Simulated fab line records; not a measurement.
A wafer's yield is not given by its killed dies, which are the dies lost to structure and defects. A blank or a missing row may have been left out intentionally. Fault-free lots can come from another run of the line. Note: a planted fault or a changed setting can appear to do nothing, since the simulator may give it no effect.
fab line records	flow sky130
record lots=13	wafers=39	last-day=50
route steps=708 shown FIELD_ISO@26 DNWELL@44 VT_ADJUST_HVTP@94 VT_ADJUST_LVTN@117 PAD_OPEN@708
lots that met no fault: taken from a fault-free run of the same line
start-h: start of the lot's first displayed wafer, in hours after the record's first day	wait-h: how many hours have passed since the lot's step before this one	" identical to the entry in the row above	L1.1+2: one row covering several wafers at once	- no value, or no start was given	* or withheld: withheld	< > ~ a bound
route shown NAME@n: names a module that has steps shown in the file, with the first one's number in the route	usual: mean/standard deviation of fault-free wafers	same: alike in all rows	chamber/n: place in a boat	sites: each site's reading	_std_site: standard deviation across them	_edge_site: outer sites' mean less inner sites'	radius-mm: how far each site lies from the wafer's centre	mask NAME#n: copy n	behind: the most recent tool/chamber to have shaped the wafer	hold: why the lot went on hold/how many hours it stayed there/how the hold came to an end	device: the transistor (n, p or np) that didn't switch	end of line: at the end of the route, the tests of the same wafers	a step given without rows: its recipe and nothing more	killed: dies lost to structure and defects at the first sort, not the wafer's yield	map: per-die view of a wafer (x killed, . not killed, _ where there is no die)
set.NAME: the run value of the setting; set.NAME@STEP: its run value at that earlier step	model.NAME: the simulator's own value behind a step, which no gauge read
a sample of lots followed through the steps of the route, with each step as a table and each wafer as a row
services: when a tool's chamber went out of use (start-h, in hours from the record's first day, below 0 if earlier), for how many hours, and the reason
## steps
# step SKY_FIELD_ISO_THK_MEAS_25
# recipe reads=SiO2_of_FIELD_ISO_CVD_24
# usual FIELD_ISO_CVD_24_THK=598/6.4
lot.wafer	tool	chamber	start-h	wait-h	FIELD_ISO_CVD_24_THK[nm]
L666.3	film-metro-04	-	42.02	0.1	605
L666.5	"	-	"	"	602
L666.6	"	-	"	"	595
L667.1	film-metro-04	-	49.16	0.0	596
L667.4	"	-	"	"	598
L667.5	"	-	"	"	605
L669.2	film-metro-04	-	56.05	0.0	608
L669.4	"	-	"	"	600
L669.6	"	-	"	"	600
L670.1	film-metro-04	-	61.99	0.0	592
L670.2	"	-	"	"	589
L670.4	"	-	"	"	589
L671.4	film-metro-04	-	70.19	0.0	600
L671.5	"	-	"	"	607
L671.6	"	-	"	"	597
L674.2	film-metro-01	-	83.19	0.0	602
L674.4	"	-	"	"	613
L674.6	"	-	"	"	604
L676.1	film-metro-03	-	93.26	0.0	598
L676.4	"	-	"	"	607
L676.5	"	-	"	"	611
L681.1	film-metro-03	-	120.03	0.0	591
L681.3	"	-	"	"	605
L681.4	"	-	"	"	609
L682.1	film-metro-04	-	123.18	0.0	588
L682.4	"	-	"	"	604
L682.5	"	-	"	"	594
L683.1	film-metro-01	-	132.24	0.0	592
L683.2	"	-	"	"	604
L683.4	"	-	"	"	601
L684.1	film-metro-03	-	139.94	0.0	614
L684.4	"	-	"	"	607
L684.5	"	-	"	"	599
L685.2	film-metro-01	-	144.27	0.0	596
L685.3	"	-	"	"	592
L685.4	"	-	"	"	600
L686.1	film-metro-04	-	150.07	0.0	595
L686.2	"	-	"	"	584
L686.4	"	-	"	"	596
# step SKY_DNWELL_TW_MEAS_09
# usual DNWELL_TW=1105/11
lot.wafer	tool	chamber	start-h	wait-h	DNWELL_TW
L666.3	film-metro-01	-	65.45	0.1	1101
L666.5	"	-	"	"	1101
L666.6	"	-	"	"	1104
L667.1	film-metro-01	-	71.64	0.1	1095
L667.4	"	-	"	"	1099
L667.5	"	-	"	"	1102
L669.2	film-metro-03	-	77.80	0.1	1110
L669.4	"	-	"	"	1115
L669.6	"	-	"	"	1113
L670.1	film-metro-01	-	86.24	0.1	1111
L670.2	"	-	"	"	1113
L670.4	"	-	"	"	1119
L671.4	film-metro-03	-	91.77	0.1	1120
L671.5	"	-	"	"	1109
L671.6	"	-	"	"	1113
L674.2	film-metro-02	-	106.61	0.1	1092
L674.4	"	-	"	"	1098
L674.6	"	-	"	"	1096
L676.1	film-metro-01	-	115.80	0.1	1113
L676.4	"	-	"	"	1111
L676.5	"	-	"	"	1110
L681.1	film-metro-03	-	143.19	0.1	1108
L681.3	"	-	"	"	1114
L681.4	"	-	"	"	1108
L682.1	film-metro-03	-	147.23	0.1	1113
L682.4	"	-	"	"	1111
L682.5	"	-	"	"	1109
L683.1	film-metro-02	-	155.99	0.1	1096
L683.2	"	-	"	"	1093
L683.4	"	-	"	"	1099
L684.1	film-metro-02	-	162.88	0.1	1101
L684.4	"	-	"	"	1086
L684.5	"	-	"	"	1094
L685.2	film-metro-03	-	168.98	0.1	1123
L685.3	"	-	"	"	1116
L685.4	"	-	"	"	1114
L686.1	film-metro-02	-	176.58	0.1	1088
L686.2	"	-	"	"	1081
L686.4	"	-	"	"	1086
# step SKY_VT_ADJUST_HVTP_IMPLANT_09
# recipe species=As	energy-kev=150	dose-cm2=4.3e+12	tilt-deg=withheld
# usual beam-energy-keV=150.00/0.048	dose-ions-cm2=4.301e+12/5.1e+09
# same implant-ion-amu=75
lot.wafer	tool	chamber	start-h	wait-h	beam-energy-keV	dose-ions-cm2
L666.3	implanter-01	0	137.97	0.1	149.98	4.298e+12
L666.5	"	0	"	"	149.97	4.298e+12
L666.6	"	0	"	"	149.94	4.299e+12
L667.1	implanter-04	0	144.03	0.0	149.96	4.306e+12
L667.4	"	0	"	"	150.02	4.296e+12
L667.5	"	0	"	"	149.97	4.297e+12
L669.2	implanter-04	0	151.71	0.0	150.01	4.307e+12
L669.4	"	0	"	"	150.03	4.3e+12
L669.6	"	0	"	"	149.99	4.307e+12
L670.1	implanter-02	0	161.47	0.0	150.03	4.287e+12
L670.2	"	0	"	"	150.07	4.299e+12
L670.4	"	0	"	"	150.03	4.295e+12
L671.4	implanter-02	0	168.78	0.2	150.13	4.297e+12
L671.5	"	0	"	"	150.00	4.298e+12
L671.6	"	0	"	"	149.95	4.303e+12
L674.2	implanter-02	0	183.95	0.0	155.55	4.299e+12
L674.4	"	0	"	"	155.63	4.303e+12
L674.6	"	0	"	"	155.62	4.299e+12
L676.1	implanter-02	0	195.24	0.0	155.71	4.306e+12
L676.4	"	0	"	"	155.66	4.306e+12
L676.5	"	0	"	"	155.77	4.309e+12
L681.1	implanter-01	0	228.17	0.0	150.10	4.309e+12
L681.3	"	0	"	"	150.05	4.311e+12
L681.4	"	0	"	"	150.05	4.308e+12
L682.1	implanter-04	0	231.52	0.0	149.95	4.305e+12
L682.4	"	0	"	"	149.96	4.299e+12
L682.5	"	0	"	"	149.90	4.305e+12
L683.1	implanter-04	0	242.72	0.0	150.00	4.302e+12
L683.2	"	0	"	"	150.01	4.301e+12
L683.4	"	0	"	"	149.96	4.302e+12
L684.1	implanter-01	0	251.08	0.0	149.94	4.304e+12
L684.4	"	0	"	"	150.00	4.293e+12
L684.5	"	0	"	"	149.98	4.3e+12
L685.2	implanter-01	0	259.60	0.0	150.06	4.309e+12
L685.3	"	0	"	"	150.09	4.307e+12
L685.4	"	0	"	"	150.03	4.299e+12
L686.1	implanter-02	0	266.87	0.0	150.09	4.295e+12
L686.2	"	0	"	"	149.99	4.301e+12
L686.4	"	0	"	"	150.01	4.299e+12
# step SKY_VT_ADJUST_LVTN_STRIP_20
# recipe chemistry=O2/N2	power-w=1400	pressure-mtorr=1500	platen-temp-c=withheld	o2-flow-sccm=3000	n2-flow-sccm=300	overash-fraction=0.5
# usual drypump-motor-current-A=5.8/0.55	n2-flow-sccm=299.9/0.84	oes-product-au=0.716/0.0045	strip-time-to-endpoint-s=14.20/0.055
lot.wafer	tool	chamber	start-h	wait-h	drypump-motor-current-A	n2-flow-sccm	oes-product-au	rf-hours-counter-h	strip-time-to-endpoint-s
L666.3	plasma-asher-02	0	178.16	0.1	6.6	299.6	0.716	-	14.22
L666.5	"	0	"	"	6.6	299.2	0.714	-	14.26
L666.6	"	1	"	"	5.1	300.1	0.719	-	14.21
L667.1	plasma-asher-01	0	184.27	0.1	5.6	300.0	0.717	47	14.25
L667.4	"	0	"	"	5.7	300.2	0.709	-	14.21
L667.5	"	0	"	"	5.6	298.9	0.716	-	14.24
L669.2	plasma-asher-01	0	193.32	0.1	5.6	298.7	0.720	48	14.27
L669.4	"	1	"	"	5.6	299.4	0.709	-	14.26
L669.6	"	0	"	"	5.6	299.5	0.719	-	14.30
L670.1	plasma-asher-02	0	204.38	0.1	6.6	299.5	0.714	41	14.17
L670.2	"	1	"	"	5.1	300.3	0.712	41	14.17
L670.4	"	1	"	"	5.1	300.7	0.715	-	14.18
L671.4	plasma-asher-02	0	211.28	0.1	6.7	300.3	0.713	-	14.21
L671.5	"	1	"	"	5.1	299.5	0.711	-	14.25
L671.6	"	0	"	"	6.7	299.9	0.717	-	14.20
L674.2	plasma-asher-02	1	227.87	0.1	5.0	298.9	0.715	44	14.26
L674.4	"	1	"	"	5.1	300.0	0.713	-	14.25
L674.6	"	0	"	"	6.6	299.6	0.718	-	14.26
L676.1	plasma-asher-01	0	240.35	0.1	5.6	298.3	0.718	50	14.30
L676.4	"	0	"	"	5.7	298.8	0.712	-	14.30
L676.5	"	1	"	"	5.7	298.7	0.715	-	14.27
L681.1	plasma-asher-01	1	275.97	0.1	5.7	301.2	0.722	53	14.19
L681.3	"	0	"	"	5.6	298.9	0.722	-	14.21
L681.4	"	1	"	"	5.7	300.1	0.718	-	14.17
L682.1	plasma-asher-03	1	279.60	0.1	5.8	299.1	0.722	17	14.11
L682.4	"	1	"	"	5.8	299.1	0.709	-	14.05
L682.5	"	1	"	"	5.8	301.6	0.714	-	14.12
L683.1	plasma-asher-02	0	290.42	0.1	6.6	299.4	0.715	50	14.23
L683.2	"	1	"	"	5.1	300.5	0.715	50	14.23
L683.4	"	1	"	"	5.1	299.3	0.722	-	14.21
L684.1	plasma-asher-01	0	300.58	0.1	5.7	299.2	0.708	55	14.17
L684.4	"	0	"	"	5.6	298.4	0.713	-	14.15
L684.5	"	0	"	"	5.6	298.1	0.713	-	14.13
L685.2	plasma-asher-01	1	308.10	0.1	5.6	302.0	0.713	56	14.22
L685.3	"	1	"	"	5.6	300.5	0.715	-	14.21
L685.4	"	0	"	"	5.7	300.6	0.718	-	14.14
L686.1	plasma-asher-02	0	316.45	0.1	6.6	301.3	0.719	53	14.14
L686.2	"	1	"	"	5.1	298.3	0.710	53	14.13
L686.4	"	1	"	"	5.1	298.7	0.717	-	14.20
# step SKY_PAD_OPEN_PROBE_99
# usual killed_at_M0_to_M3=43/7.3	killed_at_M4_up=3.1/1.7	killed-at-contacts=25/5.3	killed-at-front-end=14/4.1	killed-at-other=0.3/0.56	killed-dies=85/9.4	killed-open=46/7.4	killed-short=38/5.8
# same gross-dies=492	killed-at-back-side=0
lot.wafer	tool	chamber	start-h	wait-h	killed_at_M0_to_M3	killed_at_M4_up	killed-at-contacts	killed-at-front-end	killed-at-other	killed-dies	killed-open	killed-short
L667.1	prober-01	-	1102.51	0.1	51	3	24	14	0	92	52	40
L667.4	prober-01	-	1102.66	0.2	57	3	17	18	1	96	58	38
L667.5	prober-01	-	1102.71	0.2	58	4	23	19	0	104	53	51
L674.2	prober-01	-	1138.66	0.1	40	4	21	14	0	79	42	36
L674.4	prober-01	-	1138.76	0.2	46	1	23	18	1	89	41	48
L674.6	prober-01	-	1138.86	0.2	43	4	21	14	1	83	47	35
L683.1	prober-02	-	1181.48	0.1	42	4	33	9	0	88	51	37
L683.2	prober-02	-	1181.53	0.1	42	1	22	18	0	83	46	37
L683.4	prober-02	-	1181.63	0.2	40	5	25	24	0	94	57	37
L684.1	prober-01	-	1185.30	0.1	34	2	26	17	1	80	46	34
L684.4	prober-01	-	1185.45	0.2	39	4	26	12	0	81	45	36
L684.5	prober-01	-	1185.50	0.2	36	4	32	25	0	97	45	52
# killed by level:class
L667.1 VIA1:geometric-particle:open=17 CONTACT:geometric-particle:open=11 VIA1:geometric-particle:short=8 FIELD_ISO:geometric-particle:short=5 LI_CONTACT:geometric-particle:open=5 CONTACT:geometric-particle:short=5 VIA2:geometric-particle:open=5 VIA3:geometric-particle:open=5
L667.4 VIA1:geometric-particle:open=14 VIA3:geometric-particle:open=10 METAL2:geometric-particle:short=9 FIELD_ISO:geometric-particle:short=7 CONTACT:geometric-particle:open=7 LI_CONTACT:geometric-particle:open=7 VIA2:geometric-particle:open=6 METAL3:geometric-particle:short=4
L667.5 VIA2:geometric-particle:open=11 CONTACT:geometric-particle:open=9 METAL1:geometric-particle:short=9 VIA1:geometric-particle:open=7 LI_CONTACT:geometric-particle:open=7 VIA3:geometric-particle:open=7 FIELD_ISO:geometric-particle:open=6 VIA1:geometric-particle:short=6
L674.2 LI_CONTACT:geometric-particle:open=10 VIA3:geometric-particle:open=7 VIA1:geometric-particle:short=7 CONTACT:geometric-particle:short=6 FIELD_ISO:geometric-particle:open=5 METAL1:geometric-particle:short=5 CONTACT:geometric-particle:open=5 VIA2:geometric-particle:open=5
L674.4 VIA1:geometric-particle:open=13 VIA1:geometric-particle:short=7 FIELD_ISO:geometric-particle:short=6 LI_CONTACT:geometric-particle:open=6 CONTACT:geometric-particle:open=6 POLY_GATE:geometric-particle:short=5 CONTACT:geometric-particle:short=5 VIA2:geometric-particle:short=5
L674.6 CONTACT:geometric-particle:open=9 VIA1:geometric-particle:open=8 VIA2:geometric-particle:open=7 METAL1:geometric-particle:short=7 METAL2:geometric-particle:short=7 FIELD_ISO:geometric-particle:open=5 LI_CONTACT:geometric-particle:open=5 VIA1:geometric-particle:short=5
L683.1 VIA1:geometric-particle:open=13 CONTACT:geometric-particle:open=11 LI_CONTACT:geometric-particle:open=8 CONTACT:geometric-particle:short=7 VIA3:geometric-particle:open=6 METAL2:geometric-particle:short=5 LOCAL_INTERCONNECT:geometric-particle:short=4 VIA2:geometric-particle:open=4
L683.2 VIA1:geometric-particle:open=13 CONTACT:geometric-particle:open=11 METAL1:geometric-particle:short=7 POLY_GATE:geometric-particle:short=6 POLY_GATE:geometric-particle:open=6 VIA3:geometric-particle:open=5 CONTACT:geometric-particle:short=5 VIA2:geometric-particle:short=5
L683.4 CONTACT:geometric-particle:open=11 VIA1:geometric-particle:open=10 POLY_GATE:geometric-particle:open=8 VIA2:geometric-particle:open=7 VIA3:geometric-particle:open=7 POLY_GATE:geometric-particle:short=6 METAL1:geometric-particle:short=6 FIELD_ISO:geometric-particle:open=4
L684.1 VIA1:geometric-particle:open=8 LI_CONTACT:geometric-particle:open=8 POLY_GATE:geometric-particle:open=7 CONTACT:geometric-particle:open=7 VIA1:geometric-particle:short=5 VIA2:geometric-particle:open=5 LOCAL_INTERCONNECT:geometric-particle:short=4 CONTACT:geometric-particle:short=4
L684.4 METAL1:geometric-particle:short=9 LI_CONTACT:geometric-particle:open=9 VIA3:geometric-particle:open=9 CONTACT:geometric-particle:open=7 VIA1:geometric-particle:open=6 POLY_GATE:geometric-particle:open=5 CONTACT:geometric-particle:short=5 METAL3:geometric-particle:short=5
L684.5 CONTACT:geometric-particle:open=12 VIA1:geometric-particle:open=12 POLY_GATE:geometric-particle:short=9 CONTACT:geometric-particle:short=7 METAL2:geometric-particle:short=6 LI_CONTACT:geometric-particle:open=6 METAL1:geometric-particle:short=6 FIELD_ISO:geometric-particle:open=5
## services
tool	chamber	start-h	hours	kind
plasma-asher-03	0	117.75	-	clean
plasma-asher-03	1	117.75	-	clean
implanter-01	-	140.84	74.8	pm
plasma-asher-03	-	181.77	3.6	repair
implanter-04	-	192.96	4.8	pm
implanter-02	-	196.55	1.2	repair
plasma-asher-01	-	205.88	26.2	repair
implanter-01	-	215.69	4.6	pm
implanter-04	-	221.32	6.5	pm
plasma-asher-02	-	230.34	2.8	pm
implanter-02	-	315.85	5.7	repair
## key
first-sign step=SKY_VT_ADJUST_HVTP_IMPLANT_09	reading=beam-energy-keV	direction=up	sigmas=99+	usual=*	struck=*
effect none on later readings
met-at SKY_VT_ADJUST_HVTP_IMPLANT_09
struck-lots L674,L676
tester-left-out L674,L676
not-acting-at SKY_FIELD_ISO_THK_MEAS_25,SKY_DNWELL_TW_MEAS_09,SKY_VT_ADJUST_LVTN_STRIP_20
onset-between 168.78 183.95
fault kind=process-parameter-drift	tool=implanter-02	chamber=-	onset-h=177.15	steps=SKY_VT_ADJUST_HVTP_IMPLANT_09	channel=energy-kev	offset=*	shape=step	end-h=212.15	acts-in=*	stated=*
# tester-left-out: of these lots the tester's yield and bins aren't shown, on N5 and GAA mostly nor the transistor test; their killed dies are dies lost to structure and defects alone, not to doping, threshold or leakage, so they don't give the yield
